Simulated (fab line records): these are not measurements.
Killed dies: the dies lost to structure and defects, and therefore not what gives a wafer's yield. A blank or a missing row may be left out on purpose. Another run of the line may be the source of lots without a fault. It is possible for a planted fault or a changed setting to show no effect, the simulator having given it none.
The tool behind it: which one?    flow sky130    Sampling: 13 lots, 39 wafers, 2 of 708 route steps

## WHAT EACH GAUGE READ, for each wafer
SKY_PWDE_TW_MEAS_10.
lot   measured     on            PWDE_TW
L470  day 3 20:07  filmMetro-02  379.8 376.9 377.8
L472  day 4 06:20  filmMetro-04  381.8 380.9 380.8
L475  day 5 15:55  filmMetro-02  375.7 376.3 372.8
L476  day 5 20:57  filmMetro-02  374.7 374.0 375.9
L478  day 6 05:47  filmMetro-04  379.4 380.6 380.5
L479  day 6 06:08  filmMetro-03  372.4 374.8 373.1
L481  day 6 20:04  filmMetro-02  372.8 372.5 373.6
L483  day 7 01:32  filmMetro-02  380.0 379.7 380.9
L484  day 7 05:00  filmMetro-02  378.2 378.2 379.0
L488  day 8 00:44  filmMetro-02  377.9 379.4 377.9
L491  day 8 21:54  filmMetro-03  375.6 376.5 376.7
L492  day 9 00:48  filmMetro-04  377.3 376.0 376.9
L493  day 9 05:01  filmMetro-03  373.9 373.7 373.5

SKY_VT_ADJUST_HVTP_CD_MEAS_07: the cd target is 380 nm.
lot   measured      on        cdNm (nm)
L470  day 5 22:40   cdSem-01  379.2 378.6 379.2
L472  day 6 10:56   cdSem-01  380.3 380.8 378.3
L475  day 8 01:04   cdSem-02  377.7 378.8 377.8
L476  day 8 06:46   cdSem-01  381.1 381.0 380.7
L478  day 8 17:34   cdSem-02  383.4 381.5 382.1
L479  day 8 17:55   cdSem-02  385.5 383.3 382.0
L481  day 9 09:37   cdSem-02  379.4 381.8 380.6
L483  day 9 15:19   cdSem-01  380.8 380.0 378.8
L484  day 9 18:54   cdSem-01  378.7 376.2 380.5
L488  day 10 19:11  cdSem-01  383.1 383.2 383.0
L491  day 11 18:47  cdSem-02  382.8 382.4 383.1
L492  day 11 21:44  cdSem-02  382.2 379.2 378.2
L493  day 12 03:15  cdSem-02  377.3 376.9 379.5

## TOOL THAT RAN EACH LOT (tool first, then ch and the chambers of the sampled wafers, then the start)
The record shows no process step preceding these readings.

## AS READ BY THE TOOLS THEMSELVES (means over the sampled wafers that have a number; for cases with no such wafer, the mark the record gives instead)
The record holds no such reading with a usual standard deviation.

## THE ANSWER, worked out from the rows above alone
Rule: usual is defined by the lots themselves. The widest of any qualifying gaps counts: lots, ordered by their means at a reading, are off when they make up no more than a third of the lots, leave a main group of 4 or more, and stand apart from it by 3 or more times the standard deviation of that group's means. A main group whose means are all the same, to the digits that the tables above print for the reading, isn't used. Also off: a lot with no number at a reading for which 4 or more lots have one. Where the step has rows for the other lots, those lots are counted as sound. The gauges are gone through in route order, then the tools' own readings, and for those a lot's mean is taken as printed above. The first step at which some lot is off is used, and at that step the reading that is off furthest; a lot without a number counts as furthest.
No lot is off on any of the readings shown, so nothing can be concluded from this.

## WHAT WAS PUT IN BY THE SIMULATOR
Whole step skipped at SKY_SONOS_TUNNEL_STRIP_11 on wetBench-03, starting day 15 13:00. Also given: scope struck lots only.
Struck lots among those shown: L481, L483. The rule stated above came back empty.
